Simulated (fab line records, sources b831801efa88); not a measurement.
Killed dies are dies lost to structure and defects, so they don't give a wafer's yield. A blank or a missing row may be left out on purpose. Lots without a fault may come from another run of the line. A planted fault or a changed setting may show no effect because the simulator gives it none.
Which tool did it? | flow sky130 | 13 lots, 39 wafers sampled, at 4 steps of a route of 708

WHAT THE GAUGES READ, wafer by wafer
SKY_VT_ADJUST_PCH_OVL_MEAS_07.
lot  | measured     | on         | VT_ADJUST_PCH_OVL (nm)
L129 | day 10 18:59 | overlay-02 | -2.4 -1.7 -4.8
L131 | day 11 16:21 | overlay-01 | -0.9 -0.7 0.1
L132 | day 12 02:02 | overlay-01 | -1.1 -0.3 -2.7
L133 | day 12 02:40 | overlay-02 | -2.1 -4.1 -1.8
L135 | day 12 18:08 | overlay-02 | 1.8 1.0 2.1
L139 | day 13 20:10 | overlay-02 | -2.4 0.3 -1.3
L140 | day 14 04:11 | overlay-02 | -0.9 -0.9 1.0
L142 | day 14 20:32 | overlay-02 | -1.6 -1.4 -2.2
L145 | day 15 12:56 | overlay-01 | -1.8 0.1 -1.5
L147 | day 16 05:08 | overlay-02 | -0.6 -1.8 -0.2
L148 | day 16 13:14 | overlay-01 | -2.7 -0.4 -0.6
L149 | day 16 23:08 | overlay-01 | -0.7 -0.9 0.4
L151 | day 17 08:32 | overlay-02 | -2.4 -0.3 -0.5

SKY_GATE_OXIDE_OVL_MEAS_10.
lot  | measured     | on         | GATE_OXIDE_OVL (nm)
L129 | day 14 06:17 | overlay-02 | 0.4 0.3 0.8
L131 | day 15 11:59 | overlay-01 | -0.6 -0.5 -1.5
L132 | day 16 01:41 | overlay-01 | -1.0 -1.8 -1.5
L133 | day 16 01:20 | overlay-02 | -3.2 -0.2 -1.9
L135 | day 16 12:14 | overlay-02 | -0.2 -0.6 -1.3
L139 | day 17 20:50 | overlay-02 | -0.1 -1.6 -0.6
L140 | day 18 01:14 | overlay-02 | -2.4 0.1 0.9
L142 | day 18 15:35 | overlay-01 | -1.1 0.0 0.0
L145 | day 19 12:47 | overlay-02 | -0.7 -1.4 -0.9
L147 | day 20 05:35 | overlay-01 | 0.5 -1.8 -0.7
L148 | day 20 13:50 | overlay-02 | 0.4 0.0 -1.1
L149 | day 21 02:44 | overlay-02 | 1.5 0.8 0.2
L151 | day 21 10:17 | overlay-01 | -0.9 -2.8 -1.0

WHICH TOOL RAN EACH LOT (tool, then ch and the chambers of the sampled wafers, then the start)
lot  | SKY_FIELD_ISO_STRIP_16              | SKY_VT_ADJUST_HVTR_SOFTBAKE_03
L129 | plasma_asher-04 ch 1, day 2 09:19   | litho_track-01 ch 0, day 9 09:43
L131 | plasma_asher-04 ch 0,1, day 2 23:02 | litho_track-01 ch 0, day 10 05:23
L132 | plasma_asher-03 ch 0,1, day 3 02:15 | litho_track-01 ch 0, day 10 14:56
L133 | plasma_asher-04 ch 0,1, day 3 09:15 | litho_track-04 ch 0, day 10 16:11
L135 | plasma_asher-04 ch 0,1, day 3 19:32 | litho_track-01 ch 0, day 11 05:28
L139 | plasma_asher-04 ch 0,1, day 4 13:47 | litho_track-01 ch 0, day 12 07:50
L140 | plasma_asher-03 ch 0,1, day 4 18:36 | litho_track-01 ch 0, day 12 14:58
L142 | plasma_asher-03 ch 0,1, day 5 07:35 | litho_track-02 ch 0, day 13 07:04
L145 | plasma_asher-04 ch 0,1, day 5 20:30 | litho_track-02 ch 0, day 13 23:37
L147 | plasma_asher-04 ch 0,1, day 6 07:30 | litho_track-02 ch 0, day 14 14:52
L148 | plasma_asher-04 ch 1, day 6 14:52   | litho_track-02 ch 0, day 14 21:35
L149 | plasma_asher-03 ch 0,1, day 6 18:15 | litho_track-02 ch 0, day 15 05:19
L151 | plasma_asher-04 ch 0,1, day 7 04:07 | litho_track-02 ch 0, day 15 15:31
- SKY_FIELD_ISO_STRIP_16: strips in O2/N2.
- SKY_VT_ADJUST_HVTR_SOFTBAKE_03: time 60 s.

WHAT THE TOOLS THEMSELVES READ (means of the sampled wafers that have a number; where no wafer has one, the mark that the record gives instead)
SKY_FIELD_ISO_STRIP_16.
lot  | tool            | drypump_motor_current_A (A) | oes_product_au (a.u.) | strip_time_to_endpoint_s (s)
L129 | plasma_asher-04 | 5.92                        | 0.378                 | 3.59
L131 | plasma_asher-04 | 5.55                        | 0.376                 | 3.48
L132 | plasma_asher-03 | 5.63                        | 0.377                 | 3.59
L133 | plasma_asher-04 | 5.75                        | 0.379                 | 3.55
L135 | plasma_asher-04 | 5.75                        | 0.381                 | 3.57
L139 | plasma_asher-04 | 5.74                        | 0.370                 | 3.52
L140 | plasma_asher-03 | 5.38                        | 0.380                 | 3.59
L142 | plasma_asher-03 | 5.63                        | 0.383                 | 3.57
L145 | plasma_asher-04 | 5.75                        | 0.380                 | 3.56
L147 | plasma_asher-04 | 5.57                        | 0.381                 | 3.59
L148 | plasma_asher-04 | 5.92                        | 0.379                 | 3.57
L149 | plasma_asher-03 | 5.63                        | 0.383                 | 3.62
L151 | plasma_asher-04 | 5.58                        | 0.382                 | 3.56

SKY_VT_ADJUST_HVTR_SOFTBAKE_03.
lot  | tool           | heater_power_total_W (W) | run_length_s (s)
L129 | litho_track-01 | 56.65                    | 88.97
L131 | litho_track-01 | 56.57                    | 88.84
L132 | litho_track-01 | 56.60                    | 88.78
L133 | litho_track-04 | 56.63                    | 88.97
L135 | litho_track-01 | 56.61                    | 88.80
L139 | litho_track-01 | 57.31                    | 86.84
L140 | litho_track-01 | 57.28                    | 86.90
L142 | litho_track-02 | 56.62                    | 89.00
L145 | litho_track-02 | 56.56                    | 88.78
L147 | litho_track-02 | 56.62                    | 88.88
L148 | litho_track-02 | 56.63                    | 88.79
L149 | litho_track-02 | 56.60                    | 88.91
L151 | litho_track-02 | 56.57                    | 88.82

THE ANSWER, worked out from the rows above alone
Rule: what is usual is taken from the lots themselves. Put in order of their means at a reading, lots are off if they are a third of the lots or fewer, leave a main group of 4 or more, and stand apart from it by a gap of 3 or more times the standard deviation of the main group's means; of several such gaps the widest counts. A main group whose means are all the same, to the digits that the tables above print for the reading, isn't used. A lot without any number at a reading at which 4 lots or more have one is off too. The other lots that the step has rows for count as sound. The gauges are gone through in route order, then the tools' own readings, and for those a lot's mean is taken as printed above. The first step at which some lot is off is used, and at that step the reading that is off furthest; a lot without a number counts as furthest.
Off: L139, L140, at SKY_VT_ADJUST_HVTR_SOFTBAKE_03 (run_length_s). The main group: mean 88.87 s, standard deviation 0.079.
A tool fits if, at that step or a process step before it, it ran every lot that is off, and no sound lot after the first of them. One fits: litho_track-01 at SKY_VT_ADJUST_HVTR_SOFTBAKE_03. Its last sound lot is L135 (day 11 05:28), its first lot that is off L139 (day 12 07:50): a fault that began between those two fits.
The tool's own readings at SKY_VT_ADJUST_HVTR_SOFTBAKE_03 bear it out: on the lots that are off they differ by more than 5 times the standard deviation of the sound lots' means. heater_power_total_W reads 57.30 W there against 56.61 W on the sound lots; run_length_s reads 86.87 s there against 88.87 s on the sound lots.

WHAT THE SIMULATOR HAD PUT IN
Process parameter drift: litho_track-01, from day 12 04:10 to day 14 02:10, at SKY_VT_ADJUST_HVTR_SOFTBAKE_03. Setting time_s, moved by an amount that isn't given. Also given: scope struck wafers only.
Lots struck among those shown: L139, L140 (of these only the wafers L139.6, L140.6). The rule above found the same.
